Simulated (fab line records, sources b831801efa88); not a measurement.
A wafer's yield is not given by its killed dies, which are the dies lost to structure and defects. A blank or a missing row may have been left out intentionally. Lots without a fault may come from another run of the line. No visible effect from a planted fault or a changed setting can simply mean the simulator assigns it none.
Comparing a struck lot with a sound one -- flow sky130 -- 15 out of 708 route steps
Sound: these wafers, L759.1, L759.5, L759.6. The struck wafers were L756.1, L756.3, L756.5. The cause is given at the end.
Each step with rows lists, per side, the tool, then ch with its chambers, then its first start. Under that, the readings that differ: sound wafers -- struck wafers -- difference of the means -- sigmas: that difference in standard deviations of wafers without a fault.
alike: same words and numbers on both sides, and readings whose means sit less than 2 such deviations apart. not compared: any withheld reading, any reading some wafer has no value for, any bound like >300 that may hide the same value, and any number with overlapping values for which the record gives no deviation.
The two part at a step that has a row with sigmas, a row that says differs or no value, or rows on one side only. When numbers do not overlap yet have no deviation, they are printed without sigmas and do not part them. A reading missing from all wafers of one side parts the sides only when that side holds two or more wafers.

SKY_VIA1_CMP_24: polishes, stops on SiO2, t overpolish 15 s, target thk 0 nm.
  sound on cmp-01 ch 0,1,2, day 39 06:51; struck on cmp-02 ch 0,1,3, day 38 03:06
  alike: edge zone pressure frac, motor current A, overpolish run s, time to endpoint s
SKY_METAL2_SPUTTER_00: material Ti, target thk 15 nm, time 10 s.
  sound on pvd sputter-04, day 39 07:03; struck on pvd sputter-01, day 38 03:24
  alike: throttle valve pct
SKY_METAL2_SPUTTER_01: material TiN, target thk 20 nm, time 16.7 s.
  sound on pvd sputter-04, day 39 07:04; struck on pvd sputter-01, day 38 03:26
  alike: throttle valve pct
SKY_METAL2_SPUTTER_02: material AlCu, target thk 250 nm, time 13.3 s.
  sound on pvd sputter-04, day 39 07:05; struck on pvd sputter-01, day 38 03:27
  alike: throttle valve pct
SKY_METAL2_SPUTTER_03: material Ti, target thk 5 nm, time 3.3 s.
  sound on pvd sputter-04, day 39 07:07; struck on pvd sputter-01, day 38 03:29
  alike: throttle valve pct
then, 1 step without rows for these wafers: SKY_METAL2_SPUTTER_04 (material TiN, target thk 70 nm, time 58.3 s).
SKY_METAL2_RS_MEAS_05: uses a four-point probe to measure.
  sound on film metro-04, day 39 07:11; struck on film metro-04, day 38 03:32
  alike: METAL2_ALCU_RS
SKY_METAL2_THK_MEAS_06: measures by xrf.
  sound on film metro-04, day 39 07:19; struck on film metro-04, day 38 03:40
  alike: METAL2_ALCU_THK
then, 4 steps without rows for these wafers: SKY_METAL2_DEHYDRATE_07 (time 60 s); SKY_METAL2_HMDS_08 (prime time 60 s); SKY_METAL2_COAT_09 (resist thk 60 nm); SKY_METAL2_COAT_10 (resist thk 450 nm).
SKY_METAL2_SOFTBAKE_11: time 90 s.
  sound on litho track-04 ch 0, day 39 19:00; struck on litho track-03 ch 0, day 38 16:00
reading,sound,struck,difference,sigmas
run length s (s),119.28 119.22 119.34,122.97 122.95 122.99,+3.69,+15
  alike: chill plate temp C
then, 1 step without rows for these wafers: SKY_METAL2_EXPOSE_12 (exposes mask MM2, target cd 140 nm).
-- the record jumps here: 10 days lie between the struck wafers' starts before and after (it left off in module METAL2 and takes up again in module PAD_OPEN, whose first step shown is number 708 of the route) --
SKY_PAD_OPEN_PROBE_99:
  sound on prober-01, day 49 17:27; struck on prober-02, day 48 22:48
reading,sound,struck,difference,sigmas
defect limited yield (%),79.7 80.7 82.1,86.0 82.3 85.0,+3.6,+2
killed short,48 45 50,31 31 24,-19,-3
sort_bin_6_memory (%),6.3 8.1 6.7,4.5 4.5 5.1,-2.3,-2
sort yield pct (%),79.7 80.7 82.1,86.0 82.3 85.0,+3.6,+2
  alike: killed_at_M0_to_M3, killed_at_M4_up, killed at contacts, killed at front end, killed at other, killed dies, killed on rim, killed open, sort_bin_3_pad_short, sort_bin_5_function, sort n pass

## WHERE THEY PART
Earliest at SKY_METAL2_SOFTBAKE_11; latest, in this record, at SKY_PAD_OPEN_PROBE_99.

WHY: the cause the simulator had injected
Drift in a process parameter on litho track-03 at SKY_METAL2_SOFTBAKE_11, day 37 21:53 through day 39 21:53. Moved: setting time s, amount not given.
